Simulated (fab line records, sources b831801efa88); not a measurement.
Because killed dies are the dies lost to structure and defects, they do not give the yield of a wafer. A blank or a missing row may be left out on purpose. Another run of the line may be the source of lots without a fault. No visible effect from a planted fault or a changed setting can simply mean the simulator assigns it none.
Which tool did it? ; flow sfqLine ; 7 lots, 19 wafers sampled, at 3 steps of a route of 325

## WHAT THE GAUGES READ, wafer by wafer
SFQ_M6_RS_MEAS_938: measurement is done with a four-point probe.
lot;measured;on;M6_NB_RS (ohm/sq)
L571;day 59 07:14;filmMetro-04;0.872 0.880 0.882
L574;day 68 20:32;filmMetro-04;0.886 0.888 0.893
L577;day 69 15:44;filmMetro-03;0.884 0.889 0.882
L581;day 70 13:11;filmMetro-01;0.897 0.902 0.892
L586;day 71 22:34;filmMetro-04;0.890 0.887 0.889
L588;day 72 04:37;filmMetro-04;0.884
L590;day 72 08:14;filmMetro-03;0.882 0.890 0.881

## EACH LOT AND THE TOOL THAT RAN IT (in order: tool; ch and the chambers of the sampled wafers; start)
lot;SFQ_TRILAYER_R5_STRIP_STRIP_140;SFQ_TRILAYER_M6_DEP_SPUTTER_157
L571;rieMetal-03 ch 0,1, day 58 21:44;pvdSputter-03, day 59 07:09
L574;rieMetal-04 ch 0,1, day 66 18:03;pvdSputter-05, day 68 20:27
L577;rieMetal-01 ch 0,1, day 67 20:35;pvdSputter-04, day 69 15:39
L581;rieMetal-01 ch 0,1, day 68 12:11;pvdSputter-04, day 70 13:04
L586;rieMetal-04 ch 0,1, day 70 03:47;pvdSputter-03, day 71 22:28
L588;rieMetal-04 ch 0, day 70 17:05;pvdSputter-05, day 72 04:28
L590;rieMetal-04 ch 0,1, day 70 21:53;pvdSputter-03, day 72 08:04
- SFQ_TRILAYER_R5_STRIP_STRIP_140: strips in O2.
- SFQ_TRILAYER_M6_DEP_SPUTTER_157: material Nb, target thk 200 nm, time 133.3 s.

## THE ANSWER, worked out from the rows above alone
Rule: the lots themselves supply what counts as usual. The widest of any qualifying gaps counts: lots, ordered by their means at a reading, are off when they make up no more than a third of the lots, leave a main group of 4 or more, and stand apart from it by 3 or more times the standard deviation of that group's means. A main group is skipped when, at the precision printed for the reading in the tables above, its means are all equal. A lot without any number at a reading at which 4 lots or more have one is off too. Any other lot the step has rows for is counted as sound.
No lot is off at any reading shown: from this, nothing can be told.

## WHAT WAS PUT IN BY THE SIMULATOR
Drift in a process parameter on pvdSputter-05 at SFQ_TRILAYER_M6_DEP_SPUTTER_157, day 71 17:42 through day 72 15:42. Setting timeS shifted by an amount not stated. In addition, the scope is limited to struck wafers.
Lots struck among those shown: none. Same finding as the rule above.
